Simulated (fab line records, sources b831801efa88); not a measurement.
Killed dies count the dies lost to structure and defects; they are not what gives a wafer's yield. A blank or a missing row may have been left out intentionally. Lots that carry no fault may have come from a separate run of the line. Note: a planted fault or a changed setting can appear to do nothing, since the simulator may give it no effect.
Chamber matching / flow sky130 / SKY_FIELD_ISO_CMP_27 on cmp-02: 4 sister chambers
The step polishes, stops on Si3N4, t overpolish 16 s, target thk 457.8 nm. 8 wafers are shown with their chamber, then 8 later ones without.

== WAFERS PAIRED WITH THEIR CHAMBERS ==
wafer=L965.6; chamber=3; motor-current-A (A)=11.9; time-to-endpoint-s (s)=112
wafer=L968.5; chamber=3; motor-current-A (A)=11.5; time-to-endpoint-s (s)=109
wafer=L969.3; chamber=1; motor-current-A (A)=12.3; time-to-endpoint-s (s)=109
wafer=L969.6; chamber=2; motor-current-A (A)=12.8; time-to-endpoint-s (s)=113
wafer=L971.1; chamber=0; motor-current-A (A)=11.0; time-to-endpoint-s (s)=100
wafer=L971.3; chamber=1; motor-current-A (A)=12.4; time-to-endpoint-s (s)=109
wafer=L971.4; chamber=2; motor-current-A (A)=12.5; time-to-endpoint-s (s)=113
wafer=L973.2; chamber=0; motor-current-A (A)=10.6; time-to-endpoint-s (s)=100

== WAFERS MISSING THEIR CHAMBER ==
wafer=L973.3; motor-current-A (A)=12.4; time-to-endpoint-s (s)=110
wafer=L973.6; motor-current-A (A)=11.6; time-to-endpoint-s (s)=105
wafer=L974.2; motor-current-A (A)=13.2; time-to-endpoint-s (s)=106
wafer=L974.3; motor-current-A (A)=11.1; time-to-endpoint-s (s)=97
wafer=L974.5; motor-current-A (A)=12.4; time-to-endpoint-s (s)=107
wafer=L976.2; motor-current-A (A)=10.3; time-to-endpoint-s (s)=98
wafer=L976.5; motor-current-A (A)=12.7; time-to-endpoint-s (s)=113
wafer=L976.6; motor-current-A (A)=10.5; time-to-endpoint-s (s)=98

== WHICH CHAMBER EACH WENT THROUGH ==
wafer=L973.3; from the rows above=1; in truth=1
wafer=L973.6; from the rows above=can't be placed: 1 or 3 or 0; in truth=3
wafer=L974.2; from the rows above=1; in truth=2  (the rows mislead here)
wafer=L974.3; from the rows above=0; in truth=0
wafer=L974.5; from the rows above=1; in truth=1
wafer=L976.2; from the rows above=0; in truth=0
wafer=L976.5; from the rows above=2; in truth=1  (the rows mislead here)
wafer=L976.6; from the rows above=0; in truth=0
Correctly placed: 5 of 8. Can't be placed from these rows: 1 (the true chamber is among the candidates in 1). Wrongly placed: 2.
How it was worked out, from the rows above alone: a wafer's distance from a chamber is the root of the sum, over the readings, of the square of ((its reading less the chamber's mean) divided by the reading's scatter). If the next closest chamber is less than 2 further off than the closest, the wafer can't be placed; otherwise it belongs to the closest. A chamber's mean is the mean of its shown wafers. The scatter: the root of (the sum of the squares of (reading less its chamber's mean) over the shown wafers, divided by (wafers less chambers)).
